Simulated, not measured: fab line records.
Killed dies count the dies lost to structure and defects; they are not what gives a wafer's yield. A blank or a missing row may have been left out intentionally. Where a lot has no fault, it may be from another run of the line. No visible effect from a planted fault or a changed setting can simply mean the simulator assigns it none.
fab line records	flow gf180mcu	part 1 of 2: steps 1 to 27 of 39
record: lots: 5	wafers: 15	lastDay: 33
route steps=602 shown HV_LDD@209 NSD@235
lots untouched by any fault: they come from a run of this same line in which no faults occurred
startH: the number of hours between the record's first day and the start of the first shown wafer of the lot	waitH: hours from the lot's prior step to this one	" same as the row above	L1.1+2: a single row standing in for several wafers	- no value, or no start was given	* or withheld: withheld	< > ~ a bound
route shown NAME@n: names a module that has steps shown in the file, with the first one's number in the route	usual: mean/standard deviation of fault-free wafers	same: alike in all rows	chamber/n: place in a boat	sites: per-site readings	_std_site: how widely they spread, as a standard deviation	_edge_site: mean of outer sites minus mean of inner sites	radiusMm: for every site, how far away it sits from the centre of the wafer	mask NAME#n: copy n	behind: the most recent tool/chamber to have shaped the wafer	hold: why the lot was held/for how many hours/how that ended	device: transistor that didn't switch, given as n, p or np	end of line: at the end of the route, the tests of the same wafers	step lacking rows: just its recipe	killed: dies that structure and defects cost at the first sort, which is not the same as the wafer's yield	map: a wafer's dies, x killed, . not, _ none there
set.NAME: the run value of the setting; set.NAME@STEP: its run value at that earlier step	model.NAME: the simulator's own value behind a step, which no gauge read
a table for each step, a row for each wafer; lots at some steps of the route
services: from which hour (startH, from the record's first day; less than 0 if before it) a tool's chamber was out of use, for how many hours, and why
== steps ==
step: GF_HV_LDD_IMPLANT_33
recipe: species: P	energyKev: 60	doseCm2: 7.5e+12	tiltDeg: 30	rotationDeg: 0
usual: tiltDeg: 30.001/0.024
lot.wafer	tool	chamber	startH	waitH	tiltDeg
L076.1	implanter-02	0	265.74	0.0	29.997
L076.2	"	0	"	"	29.980
L076.5	"	0	"	"	29.963
L078.1	implanter-01	0	293.45	0.0	30.039
L078.3	"	0	"	"	30.016
L078.6	"	0	"	"	29.988
L080.1	implanter-01	0	311.29	0.0	30.039
L080.2	"	0	"	"	29.986
L080.6	"	0	"	"	30.006
L089.2	implanter-02	0	372.61	0.0	30.048
L089.4	"	0	"	"	30.012
L089.6	"	0	"	"	30.012
L091.1	implanter-04	0	389.65	0.0	30.031
L091.2	"	0	"	"	30.040
L091.6	"	0	"	"	30.019
step: GF_HV_LDD_IMPLANT_34
recipe: species: P	energyKev: 60	doseCm2: 7.5e+12	tiltDeg: 30	rotationDeg: 90
usual: tiltDeg: 29.998/0.021
lot.wafer	tool	chamber	startH	waitH	tiltDeg
L076.1	implanter-02	0	265.89	0.1	30.009
L076.2	"	0	"	"	29.973
L076.5	"	0	"	"	29.997
L078.1	implanter-01	0	293.60	0.1	29.985
L078.3	"	0	"	"	29.974
L078.6	"	0	"	"	29.980
L080.1	implanter-01	0	311.44	0.1	30.015
L080.2	"	0	"	"	30.026
L080.6	"	0	"	"	29.984
L089.2	implanter-02	0	372.76	0.1	30.004
L089.4	"	0	"	"	30.022
L089.6	"	0	"	"	30.032
L091.1	implanter-04	0	389.80	0.1	30.030
L091.2	"	0	"	"	29.993
L091.6	"	0	"	"	30.016
step: GF_HV_LDD_IMPLANT_35
recipe: species: P	energyKev: 60	doseCm2: 7.5e+12	tiltDeg: 30	rotationDeg: 180
usual: tiltDeg: 30.003/0.02
lot.wafer	tool	chamber	startH	waitH	tiltDeg
L076.1	implanter-02	0	266.04	0.1	30.027
L076.2	"	0	"	"	30.012
L076.5	"	0	"	"	30.016
L078.1	implanter-01	0	293.75	0.1	30.036
L078.3	"	0	"	"	29.988
L078.6	"	0	"	"	30.014
L080.1	implanter-01	0	311.59	0.1	29.991
L080.2	"	0	"	"	30.018
L080.6	"	0	"	"	29.984
L089.2	implanter-02	0	372.91	0.1	29.949
L089.4	"	0	"	"	30.005
L089.6	"	0	"	"	29.990
L091.1	implanter-04	0	389.95	0.1	29.992
L091.2	"	0	"	"	29.994
L091.6	"	0	"	"	30.000
step: GF_HV_LDD_IMPLANT_36
recipe: species: P	energyKev: 60	doseCm2: 7.5e+12	tiltDeg: 30	rotationDeg: 270
usual: tiltDeg: 29.999/0.021
lot.wafer	tool	chamber	startH	waitH	tiltDeg
L076.1	implanter-02	0	266.19	0.1	30.017
L076.2	"	0	"	"	29.997
L076.5	"	0	"	"	30.038
L078.1	implanter-01	0	293.90	0.1	30.002
L078.3	"	0	"	"	30.015
L078.6	"	0	"	"	30.001
L080.1	implanter-01	0	311.74	0.1	30.030
L080.2	"	0	"	"	29.999
L080.6	"	0	"	"	29.990
L089.2	implanter-02	0	373.06	0.1	29.976
L089.4	"	0	"	"	29.990
L089.6	"	0	"	"	29.955
L091.1	implanter-04	0	390.10	0.1	30.007
L091.2	"	0	"	"	30.003
L091.6	"	0	"	"	29.984
step: GF_HV_LDD_STRIP_37
recipe: chemistry: O2/N2	powerW: 1400	pressureMtorr: 1500	platenTempC: 250	o2FlowSccm: 3000	n2FlowSccm: 300	overashFraction: 0.5
usual: drypumpMotorCurrentA: 5.8/0.41	heaterPowerW: 336/30	oesProductAu: 0.717/0.0046	stripTimeToEndpointS: 12.65/0.033
lot.wafer	tool	chamber	startH	waitH	drypumpMotorCurrentA	heaterPowerW	oesProductAu	rfHoursCounterH	stripTimeToEndpointS
L076.1	plasmaAsher-03	1	266.34	0.1	5.5	324	0.715	64	12.66
L076.2	"	0	"	"	5.9	338	0.720	64	12.65
L076.5	"	1	"	"	5.5	320	0.710	-	12.64
L078.1	plasmaAsher-03	1	294.05	0.1	5.5	324	0.716	67	12.69
L078.3	"	0	"	"	6.0	339	0.714	-	12.67
L078.6	"	1	"	"	5.5	329	0.715	-	12.64
L080.1	plasmaAsher-02	0	311.89	0.1	5.2	320	0.708	21	12.59
L080.2	"	1	"	"	6.0	303	0.719	21	12.58
L080.6	"	0	"	"	5.2	328	0.721	-	12.66
L089.2	plasmaAsher-03	1	373.19	0.1	5.5	320	0.720	75	12.62
L089.4	"	1	"	"	5.5	318	0.720	-	12.61
L089.6	"	1	"	"	5.5	319	0.712	-	12.63
L091.1	plasmaAsher-01	1	390.25	0.1	6.6	329	0.717	72	12.69
L091.2	"	0	"	"	5.8	409	0.719	72	12.65
L091.6	"	1	"	"	6.6	333	0.722	-	12.63
step: GF_HV_LDD_TW_MEAS_38
usual: HV_LDD_3_TW: 1425/12
lot.wafer	tool	chamber	startH	waitH	HV_LDD_3_TW
L076.1	filmMetro-02	-	266.44	0.1	1409
L076.2	"	-	"	"	1421
L076.5	"	-	"	"	1410
L078.1	filmMetro-04	-	294.15	0.1	1434
L078.3	"	-	"	"	1432
L078.6	"	-	"	"	1426
L080.1	filmMetro-01	-	311.99	0.1	1448
L080.2	"	-	"	"	1446
L080.6	"	-	"	"	1446
L089.2	filmMetro-01	-	373.30	0.1	1439
L089.4	"	-	"	"	1444
L089.6	"	-	"	"	1445
L091.1	filmMetro-02	-	390.35	0.1	1418
L091.2	"	-	"	"	1415
L091.6	"	-	"	"	1422
step: GF_HV_LDD_DEHYDRATE_39
recipe: tempC: 200	timeS: 60
lot.wafer	tool	chamber	startH	waitH
L076.1+2+5	lithoTrack-02	0	275.28	8.8
L078.1+3+6	lithoTrack-03	0	303.90	9.7
L080.1+2+6	lithoTrack-04	0	321.55	9.6
L089.2+4+6	lithoTrack-03	0	383.67	10.4
L091.1+2+6	lithoTrack-02	0	401.33	11.0
step: GF_HV_LDD_HMDS_40
recipe: primeTimeS: 60	primeTempC: 120
lot.wafer	tool	chamber	startH	waitH
L076.1+2+5	lithoTrack-02	0	275.43	0.1
L078.1+3+6	lithoTrack-03	0	304.05	0.1
L080.1+2+6	lithoTrack-04	0	321.70	0.1
L089.2+4+6	lithoTrack-03	0	383.82	0.1
L091.1+2+6	lithoTrack-02	0	401.48	0.1
step: GF_HV_LDD_COAT_41
recipe: resist: NOVOLAK	spinRpm: 3000	resistThkNm: 1000
lot.wafer	tool	chamber	startH	waitH
L076.1+2+5	lithoTrack-02	0	275.58	0.1
L078.1+3+6	lithoTrack-03	0	304.20	0.1
L080.1+2+6	lithoTrack-04	0	321.85	0.1
L089.2+4+6	lithoTrack-03	0	383.97	0.1
L091.1+2+6	lithoTrack-02	0	401.63	0.1
step: GF_HV_LDD_SOFTBAKE_42
recipe: tempC: 90	timeS: 60	resist: NOVOLAK
lot.wafer	tool	chamber	startH	waitH
L076.1+2+5	lithoTrack-02	0	275.73	0.1
L078.1+3+6	lithoTrack-03	0	304.35	0.1
L080.1+2+6	lithoTrack-04	0	322.00	0.1
L089.2+4+6	lithoTrack-03	0	384.12	0.1
L091.1+2+6	lithoTrack-02	0	401.78	0.1
step: GF_HV_LDD_EXPOSE_43
recipe: maskId: Pplus_HV_AREA	targetCdNm: 400	na: 0.6	sourceShape: conventional	sigmaOuter: 0.6	doseMj: 140
usual: stageVelMmS: 499.94/0.24
lot.wafer	tool	chamber	startH	waitH	mask	stageVelMmS
L076.1	ilineStepper-02	0	-	-	Pplus_HV_AREA#0	499.99
L076.2	"	0	"	"	Pplus_HV_AREA#0	500.37
L076.5	"	0	"	"	Pplus_HV_AREA#0	500.19
L078.1	ilineStepper-02	0	-	-	Pplus_HV_AREA#0	499.61
L078.3	"	0	"	"	Pplus_HV_AREA#0	499.33
L078.6	"	0	"	"	Pplus_HV_AREA#0	499.29
L080.1	ilineStepper-02	0	-	-	Pplus_HV_AREA#0	500.09
L080.2	"	0	"	"	Pplus_HV_AREA#0	499.98
L080.6	"	0	"	"	Pplus_HV_AREA#0	500.20
L089.2	ilineStepper-01	0	-	-	Pplus_HV_AREA#0	499.98
L089.4	"	0	"	"	Pplus_HV_AREA#0	500.13
L089.6	"	0	"	"	Pplus_HV_AREA#0	499.78
L091.1	ilineStepper-01	0	-	-	Pplus_HV_AREA#0	499.61
L091.2	"	0	"	"	Pplus_HV_AREA#0	499.80
L091.6	"	0	"	"	Pplus_HV_AREA#0	499.73
step: GF_HV_LDD_PEB_44
recipe: tempC: withheld	timeS: *	resist: NOVOLAK
lot.wafer	tool	chamber	startH	waitH
L076.1+2+5	lithoTrack-02	0	-	-
L078.1+3+6	lithoTrack-02	0	-	-
L080.1+2+6	lithoTrack-02	0	-	-
L089.2+4+6	lithoTrack-04	0	-	-
L091.1+2+6	lithoTrack-04	0	-	-
step: GF_HV_LDD_DEVELOP_45
recipe: developTimeS: 60	devTempC: 23
same: developTimeS: 60
lot.wafer	tool	chamber	startH	waitH
L076.1+2+5	lithoTrack-02	0	285.48	0.1
L078.1+3+6	lithoTrack-02	0	314.88	0.1
L080.1+2+6	lithoTrack-02	0	332.63	0.1
L089.2+4+6	lithoTrack-04	0	395.32	0.1
L091.1+2+6	lithoTrack-04	0	414.85	0.1
step: GF_HV_LDD_CD_MEAS_46
recipe: targetCdNm: 400
usual: cdNm: 400.3/2.6
lot.wafer	tool	chamber	startH	waitH	cdNm
L076.1	cdSem-02	-	285.63	0.1	400.1
L076.2	"	-	"	"	402.6
L076.5	"	-	"	"	400.7
L078.1	cdSem-01	-	315.03	0.1	395.5
L078.3	"	-	"	"	395.4
L078.6	"	-	"	"	396.3
L080.1	cdSem-01	-	332.78	0.1	400.5
L080.2	"	-	"	"	401.5
L080.6	"	-	"	"	401.7
L089.2	cdSem-01	-	395.47	0.1	396.8
L089.4	"	-	"	"	397.3
L089.6	"	-	"	"	399.8
L091.1	cdSem-02	-	415.00	0.1	400.8
L091.2	"	-	"	"	397.5
L091.6	"	-	"	"	398.9
step: GF_HV_LDD_OVL_MEAS_47
usual: HV_LDD_03_OVL: -0.4/1.3
lot.wafer	tool	chamber	startH	waitH	HV_LDD_03_OVL[nm]
L076.1	overlay-02	-	285.75	0.1	0.0
L076.2	"	-	"	"	-1.2
L076.5	"	-	"	"	0.1
L078.1	overlay-01	-	315.15	0.1	-2.2
L078.3	"	-	"	"	-2.3
L078.6	"	-	"	"	-2.7
L080.1	overlay-02	-	332.90	0.1	-1.4
L080.2	"	-	"	"	0.3
L080.6	"	-	"	"	-0.2
L089.2	overlay-02	-	395.57	0.1	0.5
L089.4	"	-	"	"	0.6
L089.6	"	-	"	"	0.2
L091.1	overlay-01	-	415.12	0.1	1.0
L091.2	"	-	"	"	0.9
L091.6	"	-	"	"	-1.5
step: GF_HV_LDD_IMPLANT_48
recipe: species: B	energyKev: 25	doseCm2: 3e+13	tiltDeg: 7
usual: tiltDeg: 6.999/0.018
lot.wafer	tool	chamber	startH	waitH	tiltDeg
L076.1	implanter-02	0	285.79	0.0	6.989
L076.2	"	0	"	"	7.020
L076.5	"	0	"	"	7.023
L078.1	implanter-04	0	315.19	0.0	6.995
L078.3	"	0	"	"	6.974
L078.6	"	0	"	"	7.027
L080.1	implanter-01	0	332.94	0.0	7.010
L080.2	"	0	"	"	6.973
L080.6	"	0	"	"	6.990
L089.2	implanter-02	0	395.63	0.0	7.007
L089.4	"	0	"	"	6.984
L089.6	"	0	"	"	7.013
L091.1	implanter-04	0	415.15	0.0	6.983
L091.2	"	0	"	"	7.005
L091.6	"	0	"	"	6.993
step: GF_HV_LDD_STRIP_49
recipe: chemistry: O2/N2	powerW: 1400	pressureMtorr: 1500	platenTempC: 250	o2FlowSccm: 3000	n2FlowSccm: 300	overashFraction: 0.5
usual: drypumpMotorCurrentA: 5.9/0.46	heaterPowerW: 344/36	oesProductAu: 0.715/0.0048	stripTimeToEndpointS: 12.637/0.028
lot.wafer	tool	chamber	startH	waitH	drypumpMotorCurrentA	heaterPowerW	oesProductAu	rfHoursCounterH	stripTimeToEndpointS
L076.1	plasmaAsher-02	0	285.94	0.1	5.2	328	0.726	19	12.672
L076.2	"	1	"	"	5.9	303	0.715	19	12.663
L076.5	"	1	"	"	5.9	311	0.714	-	12.679
L078.1	plasmaAsher-02	0	315.34	0.1	5.2	335	0.723	22	12.666
L078.3	"	0	"	"	5.2	325	0.723	-	12.719
L078.6	"	0	"	"	5.2	324	0.708	-	12.655
L080.1	plasmaAsher-03	1	333.09	0.1	5.5	313	0.719	71	12.653
L080.2	"	0	"	"	6.0	341	0.717	71	12.650
L080.6	"	1	"	"	5.5	326	0.723	-	12.644
L089.2	plasmaAsher-02	0	395.75	0.1	5.2	329	0.717	30	12.655
L089.4	"	1	"	"	5.9	309	0.708	-	12.646
L089.6	"	1	"	"	5.9	313	0.713	-	12.613
L091.1	plasmaAsher-01	1	415.30	0.1	6.7	346	0.718	74	12.629
L091.2	"	0	"	"	5.8	418	0.719	74	12.650
L091.6	"	0	"	"	5.8	419	0.715	-	12.635
step: GF_HV_LDD_TW_MEAS_50
usual: HV_LDD_4_TW: 566/7.2
lot.wafer	tool	chamber	startH	waitH	HV_LDD_4_TW
L076.1	filmMetro-02	-	286.04	0.1	563
L076.2	"	-	"	"	562
L076.5	"	-	"	"	561
L078.1	filmMetro-04	-	315.44	0.1	565
L078.3	"	-	"	"	566
L078.6	"	-	"	"	565
L080.1	filmMetro-02	-	333.19	0.1	558
L080.2	"	-	"	"	560
L080.6	"	-	"	"	558
L089.2	filmMetro-02	-	395.86	0.1	558
L089.4	"	-	"	"	561
L089.6	"	-	"	"	560
L091.1	filmMetro-02	-	415.40	0.1	559
L091.2	"	-	"	"	562
L091.6	"	-	"	"	557
step: GF_HV_LDD_CLEAN_51
recipe: chemistry: SC1/SC2	mix: 1:4:20	tempC: 70	timeS: 150	dry: n2Spin
lot.wafer	tool	chamber	startH	waitH
L076.1+2+5	wetBench-01	0	286.10	0.1
L078.1+3+6	wetBench-04	3	315.50	0.1
L080.1+2+6	wetBench-04	0	333.25	0.1
L089.2+4+6	wetBench-03	0	395.91	0.0
L091.1+2+6	wetBench-01	2	415.46	0.1
step: GF_HV_LDD_RTA_52
recipe: tempC: 1000	timeS: 10	ambient: N2
usual: lampPowerPct: 30.9/1.8	wafer_temp_C_max: 1005.6/1.3
lot.wafer	tool	chamber	startH	waitH	lampPowerPct	wafer_temp_C_max
L076.1	rtpAnneal-02	0	286.15	0.0	32.9	1004.8
L076.2	"	0	"	"	32.9	1005.8
L076.5	"	0	"	"	32.9	1005.5
L078.1	rtpAnneal-02	0	315.55	0.0	32.9	1003.1
L078.3	"	0	"	"	32.8	1005.2
L078.6	"	0	"	"	32.8	1005.0
L080.1	rtpAnneal-01	0	333.30	0.0	29.2	1007.2
L080.2	"	0	"	"	29.2	1008.6
L080.6	"	0	"	"	29.3	1005.7
L089.2	rtpAnneal-02	0	395.98	0.0	32.9	1005.1
L089.4	"	0	"	"	32.9	1004.9
L089.6	"	0	"	"	32.9	1006.2
L091.1	rtpAnneal-02	0	415.51	0.0	32.8	1004.1
L091.2	"	0	"	"	32.9	1005.9
L091.6	"	0	"	"	32.8	1006.0
step: GF_HV_LDD_RS_MEAS_53
recipe: thkMeasGauge: four-point-probe
usual: HV_LDD_RS: 418.5/1
lot.wafer	tool	chamber	startH	waitH	HV_LDD_RS[ohm/sq]
L076.1	filmMetro-01	-	286.21	0.1	418.1
L076.2	"	-	"	"	418.1
L076.5	"	-	"	"	419.2
L078.1	filmMetro-01	-	315.62	0.1	417.6
L078.3	"	-	"	"	418.0
L078.6	"	-	"	"	418.0
L080.1	filmMetro-04	-	333.37	0.1	418.9
L080.2	"	-	"	"	418.6
L080.6	"	-	"	"	418.3
L089.2	filmMetro-04	-	396.06	0.1	417.8
L089.4	"	-	"	"	416.3
L089.6	"	-	"	"	416.8
L091.1	filmMetro-01	-	415.58	0.1	417.7
L091.2	"	-	"	"	418.5
L091.6	"	-	"	"	416.3
step: GF_HV_LDD_CVD_54
recipe: material: SiO2	targetThkNm: 10	precursor: TEOS	tempC: 680	timeS: 75	pressureMtorr: 400
usual: spikeTcBottomC: 700.8/1.1	zonePowerCentrePct: 10.0/0.97
lot.wafer	tool	chamber	startH	waitH	spikeTcBottomC	zonePowerCentrePct
L076.1	lpcvd-01	0	286.33	0.1	700.3	11.5
L076.2	"	0	"	"	700.2	11.5
L076.5	"	0	"	"	701.3	11.5
L078.1	lpcvd-01	1	315.74	0.1	701.0	10.9
L078.3	"	1	"	"	700.7	10.8
L078.6	"	1	"	"	700.6	10.9
L080.1	lpcvd-02	1	333.49	0.1	701.2	9.4
L080.2	"	1	"	"	702.7	9.5
L080.6	"	1	"	"	700.8	9.5
L089.2	lpcvd-02	1	396.16	0.1	702.9	9.5
L089.4	"	1	"	"	701.9	9.5
L089.6	"	1	"	"	702.8	9.4
L091.1	lpcvd-01	1	415.70	0.1	702.0	11.1
L091.2	"	1	"	"	701.2	11.1
L091.6	"	1	"	"	700.8	10.9
step: GF_HV_LDD_THK_MEAS_55
recipe: reads: SiO2_of_HV_LDD_CVD_54
usual: HV_LDD_CVD_54_THK: 10.03/0.13
lot.wafer	tool	chamber	startH	waitH	HV_LDD_CVD_54_THK[nm]
L076.1	filmMetro-04	-	287.35	0.0	9.92
L076.2	"	-	"	"	10.03
L076.5	"	-	"	"	10.00
L078.1	filmMetro-04	-	316.76	0.0	10.00
L078.3	"	-	"	"	10.01
L078.6	"	-	"	"	9.81
L080.1	filmMetro-02	-	334.51	0.0	10.27
L080.2	"	-	"	"	10.32
L080.6	"	-	"	"	10.34
L089.2	filmMetro-02	-	397.19	0.0	10.09
L089.4	"	-	"	"	10.06
L089.6	"	-	"	"	9.95
L091.1	filmMetro-02	-	416.72	0.0	10.20
L091.2	"	-	"	"	10.21
L091.6	"	-	"	"	10.36
step: GF_HV_LDD_CVD_56
recipe: material: Si3N4	precursor: DCS/NH3	targetThkNm: 90	tempC: 770	timeS: 1543	pressureMtorr: 250
usual: spikeTcBottomC: 789.8/1.1	zonePowerCentrePct: 12.8/1.2
lot.wafer	tool	chamber	startH	waitH	spikeTcBottomC	zonePowerCentrePct
L076.1	lpcvd-02	0	288.02	0.7	789.5	11.5
L076.2	"	0	"	"	788.2	11.5
L076.5	"	0	"	"	789.7	11.4
L078.1	lpcvd-01	1	316.82	0.1	790.1	13.8
L078.3	"	1	"	"	790.8	13.8
L078.6	"	1	"	"	790.0	14.0
L080.1	lpcvd-02	1	334.57	0.1	791.5	12.2
L080.2	"	1	"	"	792.2	12.2
L080.6	"	1	"	"	790.0	11.9
L089.2	lpcvd-02	0	397.24	0.0	788.9	11.3
L089.4	"	0	"	"	791.0	11.3
L089.6	"	0	"	"	790.7	11.3
L091.1	lpcvd-01	0	416.78	0.1	792.3	14.4
L091.2	"	0	"	"	790.4	14.4
L091.6	"	0	"	"	788.7	14.5
step: GF_HV_LDD_THK_MEAS_57
recipe: reads: Si3N4_of_HV_LDD_CVD_56
usual: HV_LDD_CVD_56_THK: 89.8/0.82
lot.wafer	tool	chamber	startH	waitH	HV_LDD_CVD_56_THK[nm]
L076.1	filmMetro-01	-	289.45	0.0	91.2
L076.2	"	-	"	"	90.2
L076.5	"	-	"	"	90.7
L078.1	filmMetro-02	-	318.25	0.0	89.0
L078.3	"	-	"	"	88.4
L078.6	"	-	"	"	89.6
L080.1	filmMetro-01	-	336.00	0.0	89.9
L080.2	"	-	"	"	89.7
L080.6	"	-	"	"	89.7
L089.2	filmMetro-01	-	398.68	0.0	89.7
L089.4	"	-	"	"	89.0
L089.6	"	-	"	"	89.2
L091.1	filmMetro-01	-	418.21	0.0	92.3
L091.2	"	-	"	"	91.7
L091.6	"	-	"	"	91.2
step: GF_HV_LDD_ETCHBACK_58
recipe: chemistry: CH3F/O2	target: Si3N4	stopOn: SiO2	sourceW: 400	biasW: 80	pressureMtorr: 25	ch3fFlowSccm: 40	O2_flow_sccm: 30	timeS: 100	targetDepthA: 900
usual: drypumpMotorCurrentA: 5.8/0.54	oesProductAu: 0.842/0.0061	throttleValvePct: 10.561/0.0084
lot.wafer	tool	chamber	startH	waitH	drypumpMotorCurrentA	oesProductAu	rfHoursCounterH	throttleValvePct
L076.1	rieDiel-02	1	289.51	0.1	6.6	0.849	32	10.562
L076.2	"	2	"	"	5.3	0.848	88	10.563
L076.5	"	2	"	"	5.3	0.847	-	10.563
L078.1	rieDiel-03	3	318.31	0.1	6.7	0.832	2	10.554
L078.3	"	2	"	"	5.6	0.843	96	10.569
L078.6	"	0	"	"	5.8	0.837	-	10.554
L080.1	rieDiel-01	3	336.06	0.1	5.1	0.839	82	10.553
L080.2	"	0	"	"	6.1	0.844	30	10.567
L080.6	"	2	"	"	5.1	0.838	-	10.559
L089.2	rieDiel-01	3	398.73	0.0	5.1	0.837	84	10.561
L089.4	"	1	"	"	5.4	0.840	7	10.561
L089.6	"	0	"	"	6.1	0.844	-	10.546
L091.1	rieDiel-01	3	418.27	0.1	5.0	0.853	84	10.558
L091.2	"	1	"	"	5.4	0.848	7	10.562
L091.6	"	0	"	"	6.1	0.847	-	10.568
step: GF_NSD_DEHYDRATE_00
recipe: tempC: 200	timeS: 60
lot.wafer	tool	chamber	startH	waitH
L076.1+2+5	lithoTrack-01	0	298.88	9.3
L078.1+3+6	lithoTrack-04	0	327.85	9.5
L080.1+2+6	lithoTrack-02	0	346.33	10.2
L089.2+4+6	lithoTrack-04	0	409.52	10.8
L091.1+2+6	lithoTrack-01	0	429.53	11.2
